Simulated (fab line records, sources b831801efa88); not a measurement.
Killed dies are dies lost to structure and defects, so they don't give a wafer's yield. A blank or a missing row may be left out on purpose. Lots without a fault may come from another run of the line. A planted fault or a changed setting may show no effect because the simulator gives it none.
Which tool did it? | flow sky130 | 11 lots, 33 wafers sampled, at 2 steps of a route of 708

WHAT THE GAUGES READ, wafer by wafer
SKY_VIA4_OVL_MEAS_11.
lot  | measured     | on         | VIA4_OVL (nm)
L751 | day 42 20:26 | overlay-01 | -0.2 -0.2 0.2
L752 | day 43 09:44 | overlay-02 | 1.3 0.2 0.5
L753 | day 43 14:38 | overlay-01 | 2.3 2.8 1.6
L754 | day 44 01:29 | overlay-01 | -0.8 -0.3 0.4
L755 | day 44 14:17 | overlay-01 | -1.5 -1.7 -3.2
L756 | day 44 21:49 | overlay-02 | -0.5 0.6 -0.1
L757 | day 45 02:24 | overlay-02 | 0.7 0.6 0.1
L758 | day 45 01:22 | overlay-02 | 1.8 0.7 1.2
L767 | day 47 04:12 | overlay-02 | 1.8 0.0 -1.0
L771 | day 48 02:52 | overlay-01 | -1.0 -1.3 -1.0
L772 | day 48 08:46 | overlay-02 | 1.5 0.8 0.1

WHICH TOOL RAN EACH LOT (tool, then ch and the chambers of the sampled wafers, then the start)
lot  | SKY_POLY_CUT_ETCH_10
L751 | rie_diel-01 ch 0,2,3, day 24 01:59
L752 | rie_diel-02 ch 1,2,3, day 24 18:58
L753 | rie_diel-01 ch 0,3, day 25 03:32
L754 | rie_diel-01 ch 1,2,3, day 25 13:34
L755 | rie_diel-01 ch 0,1,3, day 26 05:08
L756 | rie_diel-03 ch 1,3, day 26 15:04
L757 | rie_diel-01 ch 0,3, day 26 23:26
L758 | rie_diel-03 ch 0,2,3, day 27 01:55
L767 | rie_diel-01 ch 0,1,3, day 29 21:28
L771 | rie_diel-03 ch 0,2, day 31 05:29
L772 | rie_diel-03 ch 0,1, day 31 15:07
- SKY_POLY_CUT_ETCH_10: etches BARC in N2/H2, stops on SiO2, time 45.9 s, target depth 60 nm.

WHAT THE TOOLS THEMSELVES READ (means of the sampled wafers that have a number; where no wafer has one, the mark that the record gives instead)
SKY_POLY_CUT_ETCH_10.
lot  | tool        | bias_w (W) | drypump_motor_current_A (A) | h2_flow_sccm (sccm) | oes_product_au (a.u.) | throttle_valve_pct (%)
L751 | rie_diel-01 | 100.00     | 6.1                         | 200.1               | 0.857                 | 13.220
L752 | rie_diel-02 | 100.06     | 5.7                         | 200.3               | 0.859                 | 13.231
L753 | rie_diel-01 | 99.86      | 5.9                         | 200.2               | 0.852                 | 13.223
L754 | rie_diel-01 | 99.86      | 6.0                         | 200.0               | 0.858                 | 13.229
L755 | rie_diel-01 | 100.19     | 5.9                         | 200.2               | 0.856                 | 13.218
L756 | rie_diel-03 | 99.68      | 5.3                         | 199.4               | 0.856                 | 13.224
L757 | rie_diel-01 | 99.87      | 6.0                         | 200.1               | 0.849                 | 13.216
L758 | rie_diel-03 | 99.77      | 6.2                         | 199.6               | 0.863                 | 13.222
L767 | rie_diel-01 | 99.75      | 5.9                         | 199.5               | 0.853                 | 13.229
L771 | rie_diel-03 | 100.07     | 6.2                         | 199.4               | 0.857                 | 13.225
L772 | rie_diel-03 | 99.81      | 5.6                         | 199.5               | 0.852                 | 13.234

THE ANSWER, worked out from the rows above alone
Rule: what is usual is taken from the lots themselves. Put in order of their means at a reading, lots are off if they are a third of the lots or fewer, leave a main group of 4 or more, and stand apart from it by a gap of 3 or more times the standard deviation of the main group's means; of several such gaps the widest counts. A main group whose means are all the same, to the digits that the tables above print for the reading, isn't used. A lot without any number at a reading at which 4 lots or more have one is off too. The other lots that the step has rows for count as sound. The gauges are gone through in route order, then the tools' own readings, and for those a lot's mean is taken as printed above. The first step at which some lot is off is used, and at that step the reading that is off furthest; a lot without a number counts as furthest.
No lot is off at any reading shown: from this, nothing can be told.

WHAT THE SIMULATOR HAD PUT IN
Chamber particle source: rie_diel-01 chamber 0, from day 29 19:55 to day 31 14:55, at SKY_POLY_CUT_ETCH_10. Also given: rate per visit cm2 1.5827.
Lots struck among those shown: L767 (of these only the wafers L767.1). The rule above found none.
